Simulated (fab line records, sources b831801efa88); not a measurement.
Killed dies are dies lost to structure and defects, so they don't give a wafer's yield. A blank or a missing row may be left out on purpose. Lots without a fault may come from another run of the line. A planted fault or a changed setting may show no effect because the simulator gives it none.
Which tool did it? | flow sfq_line | 13 lots, 39 wafers sampled, at 2 steps of a route of 325

WHAT THE GAUGES READ, wafer by wafer
SFQ_L0V_OVL_MEAS_903.
lot  | measured    | on         | L0V_OVL (nm)
L623 | day 5 10:25 | overlay-02 | -2 -7 -5
L624 | day 5 16:25 | overlay-02 | -3 -6 -1
L625 | day 5 21:13 | overlay-01 | -1 2 2
L626 | day 6 03:15 | overlay-02 | 1 -5 -2
L627 | day 6 08:02 | overlay-01 | 6 5 2
L628 | day 6 10:31 | overlay-02 | -5 3 -8
L629 | day 6 15:20 | overlay-01 | -4 -7 -5
L630 | day 6 23:43 | overlay-01 | -4 -4 -5
L631 | day 7 04:31 | overlay-01 | 3 1 -3
L632 | day 7 10:32 | overlay-01 | 176 175 177
L633 | day 7 12:55 | overlay-01 | 170 168 178
L634 | day 7 20:08 | overlay-02 | 171 175 172
L635 | day 8 03:07 | overlay-02 | 176 178 178

WHICH TOOL RAN EACH LOT (tool, then ch and the chambers of the sampled wafers, then the start)
lot  | SFQ_TRILAYER_L0_VIA_LITHO_EXPOSE_014
L623 | krf_scanner-02 ch 0, day 5 09:07
L624 | krf_scanner-02 ch 0, day 5 14:55
L625 | krf_scanner-02 ch 0, day 5 19:43
L626 | krf_scanner-02 ch 0, day 6 01:55
L627 | krf_scanner-02 ch 0, day 6 07:07
L628 | krf_scanner-02 ch 0, day 6 09:13
L629 | krf_scanner-02 ch 0, day 6 14:13
L630 | krf_scanner-02 ch 0, day 6 22:13
L631 | krf_scanner-02 ch 0, day 7 03:13
L632 | krf_scanner-02 ch 0, day 7 09:25
L633 | krf_scanner-02 ch 0, day 7 11:37
L634 | krf_scanner-02 ch 0, day 7 19:13
L635 | krf_scanner-02 ch 0, day 8 01:49
- SFQ_TRILAYER_L0_VIA_LITHO_EXPOSE_014: exposes mask L0V, target cd 700 nm.

WHAT THE TOOLS THEMSELVES READ (means of the sampled wafers that have a number; where no wafer has one, the mark that the record gives instead)
SFQ_TRILAYER_L0_VIA_LITHO_EXPOSE_014.
lot  | tool           | stage_vel_mm_s (mm/s)
L623 | krf_scanner-02 | 499.92
L624 | krf_scanner-02 | 500.09
L625 | krf_scanner-02 | 500.24
L626 | krf_scanner-02 | 500.27
L627 | krf_scanner-02 | 500.02
L628 | krf_scanner-02 | 499.79
L629 | krf_scanner-02 | 499.86
L630 | krf_scanner-02 | 500.15
L631 | krf_scanner-02 | 499.99
L632 | krf_scanner-02 | 499.85
L633 | krf_scanner-02 | 499.78
L634 | krf_scanner-02 | 499.86
L635 | krf_scanner-02 | 499.92

THE ANSWER, worked out from the rows above alone
Rule: what is usual is taken from the lots themselves. Put in order of their means at a reading, lots are off if they are a third of the lots or fewer, leave a main group of 4 or more, and stand apart from it by a gap of 3 or more times the standard deviation of the main group's means; of several such gaps the widest counts. A main group whose means are all the same, to the digits that the tables above print for the reading, isn't used. A lot without any number at a reading at which 4 lots or more have one is off too. The other lots that the step has rows for count as sound. The gauges are gone through in route order, then the tools' own readings, and for those a lot's mean is taken as printed above. The first step at which some lot is off is used, and at that step the reading that is off furthest; a lot without a number counts as furthest.
Off: L632, L633, L634, L635, at SFQ_L0V_OVL_MEAS_903 (L0V_OVL). The main group: mean -2 nm, standard deviation 3.
A tool fits if, at a process step before that reading, it ran every lot that is off, and no sound lot after the first of them. The gauges at SFQ_L0V_OVL_MEAS_903 are tried like those tools. One fits: krf_scanner-02 at SFQ_TRILAYER_L0_VIA_LITHO_EXPOSE_014. Its last sound lot is L631 (day 7 03:13), its first lot that is off L632 (day 7 09:25): a fault that began between those two fits.

WHAT THE SIMULATOR HAD PUT IN
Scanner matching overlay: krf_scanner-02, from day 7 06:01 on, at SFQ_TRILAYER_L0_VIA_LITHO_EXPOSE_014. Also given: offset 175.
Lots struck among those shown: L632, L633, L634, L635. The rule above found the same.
